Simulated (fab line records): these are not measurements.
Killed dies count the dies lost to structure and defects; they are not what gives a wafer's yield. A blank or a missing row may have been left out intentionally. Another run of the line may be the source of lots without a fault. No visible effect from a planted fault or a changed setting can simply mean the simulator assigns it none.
Which tool was responsible?    flow gf180mcu    24 lots (72 wafers sampled), 1 step of a 602-step route

WHAT THE GAUGES READ, wafer by wafer
GF_V1_CD_MEAS_14: the cd target is 260 nm.
lot   measured      on        cdNm (nm)
L074  day 18 11:49  cdSem-01  260.7 261.1 261.4
L075  day 18 15:33  cdSem-02  260.6 259.7 260.1
L076  day 18 16:43  cdSem-02  259.8 260.2 259.7
L077  day 19 00:38  cdSem-02  262.3 261.4 260.7
L078  day 19 17:29  cdSem-01  260.5 261.2 260.7
L079  day 20 00:22  cdSem-02  258.1 258.2 257.4
L080  day 20 17:29  cdSem-01  260.3 260.5 260.6
L081  day 21 04:04  cdSem-01  261.1 261.1 260.7
L082  day 21 12:16  cdSem-01  257.9 258.6 258.5
L083  day 21 15:25  cdSem-02  261.9 261.7 262.2
L084  day 22 09:55  cdSem-02  262.9 262.2 261.1
L085  day 22 15:26  cdSem-01  261.5 261.2 260.5
L086  day 22 20:31  cdSem-01  261.7 262.0 261.8
L087  day 22 23:44  cdSem-01  258.3 259.7 258.8
L088  day 23 14:47  cdSem-01  261.7 261.4 262.4
L089  day 24 00:35  cdSem-02  260.7 260.4 260.3
L091  day 24 12:25  cdSem-01  259.3 260.0 259.6
L090  day 24 15:43  cdSem-01  260.7 259.1 260.7
L092  day 24 17:16  cdSem-02  259.9 261.2 260.6
L093  day 25 03:07  cdSem-01  260.1 259.1 259.7
L094  day 25 04:02  cdSem-01  258.9 257.7 259.9
L095  day 25 16:32  cdSem-01  259.1 258.8 260.0
L096  day 25 23:49  cdSem-02  259.9 260.5 258.6
L097  day 25 23:55  cdSem-01  260.8 260.6 260.9

WHAT TOOL EACH LOT RAN ON (gives the tool, then ch and the chambers of the sampled wafers, and finally the start)
Before these readings, the record contains no process step.

WHAT THE TOOLS THEMSELVES READ (means of the sampled wafers that have a number; where no wafer has one, the mark that the record gives instead)
The record holds no such reading with a usual standard deviation.

THE ANSWER, worked out from the rows above alone
Rule: usual is defined by the lots themselves. The widest of any qualifying gaps counts: lots, ordered by their means at a reading, are off when they make up no more than a third of the lots, leave a main group of 4 or more, and stand apart from it by 3 or more times the standard deviation of that group's means. A main group is skipped when, at the precision printed for the reading in the tables above, its means are all equal. A lot without any number at a reading at which 4 lots or more have one is off too. All remaining lots with rows at the step are treated as sound. First the gauges in route order, then the tools' own readings, where a lot's mean is used as printed above. At the first step where some lot is off, the reading lying furthest off is the one used; lots without a number count as furthest.
No lot is off on any of the readings shown, so nothing can be concluded from this.

WHAT WAS PUT IN BY THE SIMULATOR
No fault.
